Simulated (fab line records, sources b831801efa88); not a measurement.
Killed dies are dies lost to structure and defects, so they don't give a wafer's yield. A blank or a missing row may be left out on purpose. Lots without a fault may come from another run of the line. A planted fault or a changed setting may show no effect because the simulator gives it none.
A struck lot beside a sound one | flow sky130 | 16 steps out of a route of 708
Sound: wafers L508.1, L508.2, L508.5. Struck: wafers L519.1, L519.3, L519.5. The cause comes at the end.
At each step with rows: each side's tool, then ch and its chambers, then its first start. Under that, the readings that differ: sound wafers | struck wafers | difference of the means | sigmas: that difference in standard deviations of wafers without a fault.
alike: readings whose means differ by less than 2 such deviations, and words and numbers that are the same on both sides. not compared: withheld readings, readings that some wafer has no value for, bounds like >300 that may hide the same value, and numbers for which the record gives no deviation and whose values overlap.
The two part at a step that has a row with sigmas, a row that says differs or no value, or rows on one side only. Numbers that don't overlap but have no deviation are shown without sigmas and don't part them. A reading that every wafer of one side lacks parts them only if that side has two wafers or more.

first, 2 steps without rows for these wafers: SKY_METAL4_PEB_11; SKY_METAL4_DEVELOP_12 (develop time 57.68 s).
SKY_METAL4_CD_MEAS_13: target cd 300 nm.
  sound on cd_sem-02, day 42 11:11; struck on cd_sem-01, day 45 03:08
  alike: cd_nm
SKY_METAL4_OVL_MEAS_14:
  sound on overlay-02, day 42 11:18; struck on overlay-02, day 45 03:16
  alike: METAL4_OVL
SKY_METAL4_DESCUM_15: chemistry O2, time 8 s.
  sound on rie_metal-02 ch 0,1, day 42 11:20; struck on rie_metal-02 ch 0,1, day 45 03:18
  alike: drypump_motor_current_A, oes_product_au
  not compared: rf_hours_counter_h
SKY_METAL4_ETCH_16: etches BARC in N2/H2, stops on SiO2, time 88.2 s, target depth 60 nm.
  sound on rie_metal-02 ch 0,1, day 42 11:22; struck on rie_metal-02 ch 0,1, day 45 03:20
  alike: drypump_motor_current_A, oes_product_au, throttle_valve_pct
  not compared: rf_hours_counter_h
then, 1 step without rows for these wafers: SKY_METAL4_ETCH_17 (etches SiO2 in C4F8/O2/Ar, stops on TiN, time 3.9 s, target depth 15 nm).
SKY_METAL4_METAL_ETCH_18: etches the open film in Cl2/BCl3, stops on SiO2, target depth 845 nm, time 183.1 s.
  sound on rie_metal-01 ch 0,1, day 42 11:29; struck on rie_metal-04 ch 0,1, day 45 03:28
  alike: drypump_motor_current_A, mfc_cl2_sccm, oes_product_au, throttle_valve_pct
  not compared: rf_hours_counter_h
SKY_METAL4_STRIP_19: strips in O2/N2.
  sound on plasma_asher-03 ch 0,1, day 42 11:40; struck on plasma_asher-03 ch 0,1, day 45 03:41
  reading                      | sound          | struck         | difference | sigmas
  strip_time_to_endpoint_s (s) | 6.38 6.45 6.35 | 6.64 6.51 6.64 | +0.20      | +2
  alike: drypump_motor_current_A, oes_product_au
  not compared: rf_hours_counter_h
then, 3 steps without rows for these wafers: SKY_METAL4_STRIP_20 (strips in post etch residue remover, time 1200 s); SKY_METAL4_CLEAN_21 (cleans in IPA, time 180 s); SKY_METAL4_CLEAN_22 (cleans in O3/DIW).
SKY_VIA4_HDPCVD_00: deposits SiO2, target thk 1750 nm, time 291.7 s.
  sound on hdpcvd-02 ch 0,2, day 42 12:16; struck on hdpcvd-02 ch 0,2, day 45 04:19
  reading                                  | sound          | struck         | difference | sigmas
  model.SiO2_of_VIA4_HDPCVD_00.thk_nm (nm) | 1781 1753 1767 | 2284 2318 2315 | +539       |
  alike: susceptor_temp_C
SKY_VIA4_THK_MEAS_01:
  sound on film_metro-01, day 42 12:26; struck on film_metro-03, day 45 04:44
  reading              | sound          | struck         | difference | sigmas
  VIA4_HDPCVD_THK (nm) | 1780 1753 1767 | 2283 2317 2316 | +539       | +24
  not compared: hold
SKY_VIA4_CMP_02: polishes SiO2.
  sound on cmp-02 ch 0,1,2, day 42 12:33; struck on cmp-01 ch 2,3, day 45 06:28
  reading | sound | struck                                                                     | difference                   | sigmas
  hold    | - - - | await_dispo/1.6h/release await_dispo/1.6h/release await_dispo/1.6h/release | no value on the sound wafers |
  alike: motor_current_A, retaining_ring_pressure_frac, slurry_flow_ml_min
-- the record jumps here: 4 days lie between the struck wafers' starts before and after (it left off in module VIA4 and takes up again in module PAD_OPEN, whose first step shown is number 708 of the route) --
SKY_PAD_OPEN_PROBE_99:
  sound on prober-02, day 46 09:04; struck on prober-02, day 48 18:37
  alike: defect_limited_yield, killed_at_M0_to_M3, killed_at_M4_up, killed_at_contacts, killed_at_front_end, killed_at_other, killed_dies, killed_open, killed_short, sort_bin_3_pad_short, sort_bin_5_function, sort_bin_6_memory, sort_n_pass, sort_yield_pct

WHERE THEY PART
First at SKY_METAL4_STRIP_19; last, within this record, at SKY_VIA4_CMP_02. Later steps at which nothing parts them and some readings are alike: SKY_PAD_OPEN_PROBE_99.

WHY: what the simulator had put in
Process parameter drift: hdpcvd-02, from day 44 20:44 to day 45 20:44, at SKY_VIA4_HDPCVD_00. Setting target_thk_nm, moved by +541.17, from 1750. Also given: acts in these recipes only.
